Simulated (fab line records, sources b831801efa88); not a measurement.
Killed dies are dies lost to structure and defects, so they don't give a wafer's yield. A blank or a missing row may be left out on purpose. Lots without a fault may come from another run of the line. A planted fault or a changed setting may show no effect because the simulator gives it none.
fab line records | flow sfq_line
record lots=6 wafers=18 last_day=92
route steps=325 shown I7@304 M8@311
lots that met no fault: from a run of the same line without faults
start_h: hours from the record's first day to the start of the lot's first wafer shown | wait_h: hours since the lot's step before | " the same as in the row above | L1.1+2: a row that stands for several wafers | - no value, or no start given | * or withheld: withheld | < > ~ a bound
route shown NAME@n: a module of which the file shows steps, and the number in the route of the first | usual: mean/standard deviation of fault-free wafers | same: alike in all rows | chamber/n: place in a boat | sites: the reading at each site | _std_site: their standard deviation | _edge_site: outer sites' mean less inner sites' | radius_mm: how far each site lies from the wafer's centre | mask NAME#n: copy n | behind: the tool/chamber that last shaped the wafer | hold: why the lot was held/for how many hours/how that ended | device: the transistor (n, p or np) that didn't switch | end of line: the same wafers' tests at the end of the route | a step without rows: its recipe alone | killed: dies lost to structure and defects at the first sort, not the wafer's yield | map: a wafer's dies, x killed, . not, _ none there
set.NAME: the setting as run; set.NAME@STEP: as run at that earlier step | model.NAME: the simulator's own value behind a step, which no gauge read
lots at some steps of the route; a table a step, a row a wafer
services: from which hour (start_h, from the record's first day; less than 0 if before it) a tool's chamber was out of use, for how many hours, and why
## steps
# step SFQ_TRILAYER_I7_VIA_LITHO_PEB_190
# recipe peb_temp_c=115 peb_time_s=60 resist=KrF
# step SFQ_TRILAYER_I7_VIA_LITHO_DEVELOP_189
# recipe time_s=60 resist=KrF
# step SFQ_I7_OVL_MEAS_947
# usual I7_OVL=1/4.8
# columns lot.wafer tool chamber start_h wait_h I7_OVL[nm]
L729.2 overlay-02 - 1834.08 0.1 -1
L729.4 " - " " -5
L729.6 " - " " -2
L730.4 overlay-01 - 1836.38 0.1 14
L730.5 " - " " 11
L730.6 " - " " 6
L740.2 overlay-02 - 2107.36 0.1 -2
L740.4 " - " " 1
L740.5 " - " " -6
L741.2 overlay-02 - 2109.03 0.1 -6
L741.4 " - " " -4
L741.6 " - " " -2
L743.2 overlay-01 - 2198.07 0.1 -8
L743.4 " - " " -4
L743.5 " - " " 1
L744.1 overlay-02 - 2200.45 0.1 4
L744.5 " - " " 0
L744.6 " - " " -3
# step SFQ_TRILAYER_I7_VIA_BARC_OPEN_VIA_ETCH_260
# recipe mask_material=PR chemistry=O2 target_depth_nm=125 target=BARC source_w=500 bias_w=80 pressure_mtorr=30 time_s=41.7
# usual drypump_motor_current_A=5.6/0.52 oes_product_au=0.685/0.0045
# columns lot.wafer tool chamber start_h wait_h drypump_motor_current_A oes_product_au rf_hours_counter_h
L729.2 rie_diel-01 0 1834.11 0.0 5.6 0.679 3
L729.4 " 2 " " 6.8 0.685 13
L729.6 " 1 " " 5.6 0.687 -
L730.4 rie_diel-02 0 1836.40 0.0 5.5 0.683 0
L730.5 " 2 " " 5.0 0.685 -
L730.6 " 3 " " 5.8 0.682 -
L740.2 rie_diel-01 2 2107.39 0.0 6.8 0.684 16
L740.4 " 2 " " 6.8 0.681 -
L740.5 " 1 " " 5.5 0.685 -
L741.2 rie_diel-04 1 2109.06 0.0 5.3 0.692 12
L741.4 " 0 " " 5.7 0.687 16
L741.6 " 3 " " 6.0 0.680 -
L743.2 rie_diel-02 3 2198.10 0.0 5.8 0.683 4
L743.4 " 0 " " 5.5 0.686 -
L743.5 " 1 " " 5.0 0.691 -
L744.1 rie_diel-04 1 2200.48 0.0 5.4 0.682 15
L744.5 " 1 " " 5.3 0.694 -
L744.6 " 0 " " 5.7 0.689 -
# step SFQ_TRILAYER_I7_VIA_ETCH_VIA_ETCH_190
# recipe target=SiO2 stop_on=Nb mask_material=PR taper_deg=20 chemistry=CHF3 target_depth_nm=260 source_w=500 bias_w=80 pressure_mtorr=30 time_s=withheld
# usual drypump_motor_current_A=5.6/0.51 oes_product_au=0.854/0.0051
# columns lot.wafer tool chamber start_h wait_h drypump_motor_current_A oes_product_au
L729.2 rie_diel-01 0 1834.14 0.0 5.6 0.860
L729.4 " 2 " " 6.8 0.854
L729.6 " 1 " " 5.5 0.857
L730.4 rie_diel-02 0 1836.44 0.0 5.5 0.846
L730.5 " 2 " " 5.0 0.854
L730.6 " 3 " " 5.8 0.858
L740.2 rie_diel-01 2 2107.43 0.0 6.8 0.857
L740.4 " 2 " " 6.8 0.851
L740.5 " 1 " " 5.5 0.851
L741.2 rie_diel-04 1 2109.10 0.0 5.4 0.858
L741.4 " 0 " " 5.7 0.851
L741.6 " 3 " " 6.0 0.854
L743.2 rie_diel-02 3 2198.14 0.0 5.8 0.859
L743.4 " 0 " " 5.5 0.855
L743.5 " 1 " " 5.0 0.853
L744.1 rie_diel-04 1 2200.52 0.0 5.3 0.861
L744.5 " 1 " " 5.3 0.854
L744.6 " 0 " " 5.7 0.856
# step SFQ_TRILAYER_I7_VIA_STRIP_STRIP_191
# recipe gas=O2 power_w=200 platen_temp_c=40 overash_fraction=0.65 chemistry=O2 pressure_mtorr=50
# usual drypump_motor_current_A=6.0/0.47 oes_product_au=1.000/0.0096 platen_temp_c=39.98/0.1
# columns lot.wafer tool chamber start_h wait_h drypump_motor_current_A oes_product_au platen_temp_c rf_hours_counter_h
L729.2 rie_metal-02 1 1834.26 - 5.9 0.993 39.95 89
L729.4 " 1 " " 5.9 0.997 39.88 -
L729.6 " 0 " " 6.3 1.002 39.97 -
L730.4 rie_metal-04 0 1836.75 - 6.4 0.995 39.90 -
L730.5 " 0 " " 6.4 0.999 40.03 -
L730.6 " 1 " " 5.2 0.995 39.94 -
L740.2 rie_metal-02 0 2107.54 - 6.2 1.011 39.89 42
L740.4 " 1 " " 5.9 1.016 39.86 -
L740.5 " 1 " " 5.8 1.016 39.76 -
L741.2 rie_metal-03 0 2109.21 - 6.6 0.996 39.94 18
L741.4 " 1 " " 5.7 0.985 40.02 -
L741.6 " 1 " " 5.7 0.980 40.10 -
L743.2 rie_metal-03 1 2198.25 - 5.8 0.996 40.37 20
L743.4 " 0 " " 6.6 1.007 40.07 -
L743.5 " 1 " " 5.7 0.998 40.11 -
L744.1 rie_metal-02 1 2200.64 - 5.9 1.007 39.86 12
L744.5 " 1 " " 5.9 1.010 40.09 -
L744.6 " 0 " " 6.3 1.005 39.86 -
# step SFQ_TRILAYER_I7_VIA_STRIP_SOLV_CLEAN_192
# recipe chemistry=NMP temp_c=70 time_s=600
# step SFQ_TRILAYER_M8_LITHO_LOR_COAT_197
# recipe resist=lift-off spin_rpm=3000
# step SFQ_TRILAYER_M8_LITHO_LOR_BAKE_198
# recipe resist=lift-off temp_c=withheld time_s=withheld
# step SFQ_TRILAYER_M8_LITHO_COAT_193
# recipe resist=KrF spin_rpm=3000 resist_thk_nm=600
# step SFQ_TRILAYER_M8_LITHO_SOFTBAKE_199
# recipe temp_c=withheld time_s=withheld resist=KrF
# step SFQ_TRILAYER_M8_LITHO_EXPOSE_194
# recipe mask_id=M8 na=0.6 source_shape=conventional sigma_outer=0.65 target_cd_nm=2000 dose_mj=14.4
# step SFQ_TRILAYER_M8_LITHO_PEB_196
# recipe peb_temp_c=115 peb_time_s=60 resist=KrF
# usual chill_plate_temp_C=23.01/0.12 exhaust_pa=44.9/0.99 heater_power_total_W=79.15/0.066
# columns lot.wafer tool chamber start_h wait_h chill_plate_temp_C exhaust_pa heater_power_total_W
L729.2 litho_track-04 - 1920.29 0.8 - - -
L729.4 " - " " - - -
L729.6 " - " " - - -
L730.4 litho_track-02 - 1923.94 0.5 - - -
L730.5 " - " " - - -
L730.6 " - " " - - -
L740.2 litho_track-01 0 2120.82 0.8 22.93 46.3 79.19
L740.4 " 0 " " 23.17 46.2 79.04
L740.5 " 0 " " 22.99 47.0 79.22
L741.2 litho_track-01 0 2122.02 0.8 23.07 45.2 79.18
L741.4 " 0 " " 23.03 46.1 79.08
L741.6 " 0 " " 22.94 44.9 79.21
L743.2 litho_track-02 0 2202.70 0.8 23.03 43.7 79.21
L743.4 " 0 " " 23.07 43.4 79.01
L743.5 " 0 " " 23.12 43.4 79.18
L744.1 litho_track-01 0 2203.91 1.0 22.98 43.7 79.14
L744.5 " 0 " " 23.03 43.5 79.12
L744.6 " 0 " " 23.20 43.9 79.16
# step SFQ_TRILAYER_M8_LITHO_DEVELOP_195
# recipe img_clear_s=15 time_s=55 resist=KrF
## services
# columns tool chamber start_h hours kind
rie_diel-02 0 1811.52 - clean
rie_diel-02 0 1811.52 17.7 scheduled_down
rie_diel-02 0 1811.52 17.7 vent_cycle
rie_diel-01 1 1818.22 8.9 repair
rie_diel-01 - 1847.98 2.8 pm
rie_metal-03 1 1866.45 12.8 repair
rie_metal-02 1 1880.71 16.5 repair
rie_diel-02 0 1911.40 3.8 repair
rie_diel-04 2 1913.12 - clean
rie_diel-04 2 1913.12 20.2 scheduled_down
rie_diel-04 2 1913.12 20.2 vent_cycle
rie_metal-04 1 1914.99 2.4 repair
rie_metal-02 1 1925.76 20.1 repair
rie_diel-02 1 1939.97 12.2 repair
rie_diel-04 1 1945.39 6.5 repair
rie_metal-03 - 1948.97 2.8 pm
rie_diel-01 2 1953.61 5.0 repair
rie_diel-02 3 1966.08 15.1 repair
rie_diel-02 - 1990.56 2.8 pm
rie_diel-02 3 2009.42 2.5 repair
rie_diel-04 3 2025.10 - clean
rie_diel-01 3 2051.48 132.0 repair
rie_metal-03 - 2052.22 0.9 repair
rie_metal-04 - 2056.52 0.4 repair
## key
first_sign step=SFQ_TRILAYER_M8_LITHO_PEB_196 reading=tool_record direction=missing
effect none on later readings
met_at SFQ_TRILAYER_M8_LITHO_PEB_196
struck_wafers L729.2,L729.4,L729.6,L730.4,L730.5,L730.6
fault kind=skipped_step_whole tool=litho_track-02,litho_track-04 chamber=- onset_h=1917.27 steps=SFQ_TRILAYER_M8_LITHO_PEB_196 scope=struck_lots_only
